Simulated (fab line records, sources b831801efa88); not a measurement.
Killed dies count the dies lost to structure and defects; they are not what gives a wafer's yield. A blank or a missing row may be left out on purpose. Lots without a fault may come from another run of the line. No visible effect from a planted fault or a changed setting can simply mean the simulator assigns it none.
One fault through the eyes of 2 desks + flow gf180mcu + each desk has only its own numbers; what lay behind them comes last

== THE METROLOGY DESK ==
Lot by lot, what the gauges showed, no matter which tool ran the lot: averages of those sampled wafers that carry a number. Marked OUT: a lot whose mean sits more than 4 standard deviations from the usual mean, which makes it out of limits; the brackets give that distance.
Columns: A = LVPWELL_TW at GF_LVPWELL_TW_MEAS_11, usual 558; B = VT_IMPLANT_2_TW at GF_VT_IMPLANT_TW_MEAS_21, usual 1215; C = VT_IMPLANT_3_TW at GF_VT_IMPLANT_TW_MEAS_32, usual 269.7
| lot  | first seen here | A   | B             | C     |
|------|-----------------|-----|---------------|-------|
| L557 | day 4 06:51     | 566 | 1201          | 266.4 |
| L558 | day 4 12:17     | 562 | 1229          | 270.2 |
| L559 | day 4 12:49     | 554 | 1200          | 265.7 |
| L560 | day 5 01:41     | 551 | 1202          | 271.9 |
| L562 | day 5 11:04     | 552 | 1212          | 272.9 |
| L564 | day 5 22:05     | 569 | 1214          | 270.2 |
| L565 | day 5 22:26     | 566 | 1221          | 269.6 |
| L566 | day 6 09:12     | 552 | 1227          | 266.8 |
| L568 | day 6 20:26     | 552 | 1206          | 269.8 |
| L573 | day 8 00:39     | 568 | 424 (-66) OUT | 272.3 |
| L575 | day 8 05:11     | 567 | 421 (-66) OUT | 266.3 |
| L577 | day 8 11:24     | 551 | 1232          | 272.7 |
| L580 | day 9 03:42     | 556 | 1215          | 266.7 |
Per this desk, out of limits: L573, L575; the first was L573, day 10 20:03 (VT_IMPLANT_2_TW at GF_VT_IMPLANT_TW_MEAS_21). L557, L558, L559, L560, L562, L564, L565, L566, L568, L577, L580 stayed within limits.

== THE TOOL OWNER'S DESK: litho track-02 ==
The tool's own readings at GF_VT_IMPLANT_DEVELOP_17 (develop time 60 s): means of the sampled wafers that have a number, for each lot that ran on this tool. Marked OUT: a lot whose mean sits more than 4 standard deviations from the usual mean, which makes it out of limits; the brackets give that distance.
Columns: A = developer temp C at GF_VT_IMPLANT_DEVELOP_17, usual 23.02 C
| lot  | first seen here | A     |
|------|-----------------|-------|
| L558 | day 6 16:55     | 23.04 |
| L560 | day 7 08:25     | 23.03 |
| L564 | day 8 10:41     | 23.09 |
| L565 | day 8 11:56     | 22.94 |
| L566 | day 8 23:19     | 22.82 |
| L573 | day 10 19:37    | 23.09 |
| L575 | day 11 02:31    | 23.01 |
This desk's verdict: no lot among the 7 shows anything out of limits.

== PUT TOGETHER ==
On L573, L575, the metrology desk was in a position to raise an alarm at day 10 20:03.
The tool owner's desk saw nothing out of limits.
Tool owner's desk: L573, L575 on record, inside its limits.
GF_VT_IMPLANT_DEVELOP_17 was run on litho track-02 by each of the lots named.

== WHAT THE SIMULATOR HAD PUT IN ==
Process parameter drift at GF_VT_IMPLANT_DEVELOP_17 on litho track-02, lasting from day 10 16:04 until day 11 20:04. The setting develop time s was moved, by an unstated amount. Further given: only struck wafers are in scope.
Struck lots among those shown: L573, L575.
Delay in hours, fault start to first out-of-limits reading, per desk: metrology desk 4.
